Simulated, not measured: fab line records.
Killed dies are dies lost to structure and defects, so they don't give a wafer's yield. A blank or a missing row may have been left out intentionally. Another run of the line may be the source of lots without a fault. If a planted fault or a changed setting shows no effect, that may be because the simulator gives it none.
What tool caused it? / flow sky130 / at 1 step of a route of 708, 6 lots with 18 wafers sampled

## WHAT THE GAUGES SHOWED, per wafer
SKY_VIA3_BOW_MEAS_03.
lot=L909; measured=day 40 22:41; on=film metro-02; VIA3_BOW (um)=83 76 81
lot=L913; measured=day 42 02:50; on=film metro-04; VIA3_BOW (um)=92 87 92
lot=L917; measured=day 42 15:34; on=film metro-04; VIA3_BOW (um)=74 73 83
lot=L920; measured=day 43 13:41; on=film metro-03; VIA3_BOW (um)=85 88 92
lot=L922; measured=day 43 23:05; on=film metro-03; VIA3_BOW (um)=81 79 85
lot=L924; measured=day 44 16:55; on=film metro-02; VIA3_BOW (um)=73 76 78

## WHAT TOOL EACH LOT RAN ON (gives the tool, then ch and the chambers of the sampled wafers, and finally the start)
The record holds no process step before these readings.

## THE ANSWER, worked out from the rows above alone
Rule: the usual values come from the lots themselves. Put in order of their means at a reading, lots are off if they are a third of the lots or fewer, leave a main group of 4 or more, and stand apart from it by a gap of 3 or more times the standard deviation of the main group's means; of several such gaps the widest counts. A main group whose means are all the same, to the digits that the tables above print for the reading, isn't used. A lot without any number at a reading at which 4 lots or more have one is off too. All remaining lots with rows at the step are treated as sound.
No lot is off on any of the readings shown, so nothing can be concluded from this.

## WHAT THE SIMULATOR HAD INSERTED
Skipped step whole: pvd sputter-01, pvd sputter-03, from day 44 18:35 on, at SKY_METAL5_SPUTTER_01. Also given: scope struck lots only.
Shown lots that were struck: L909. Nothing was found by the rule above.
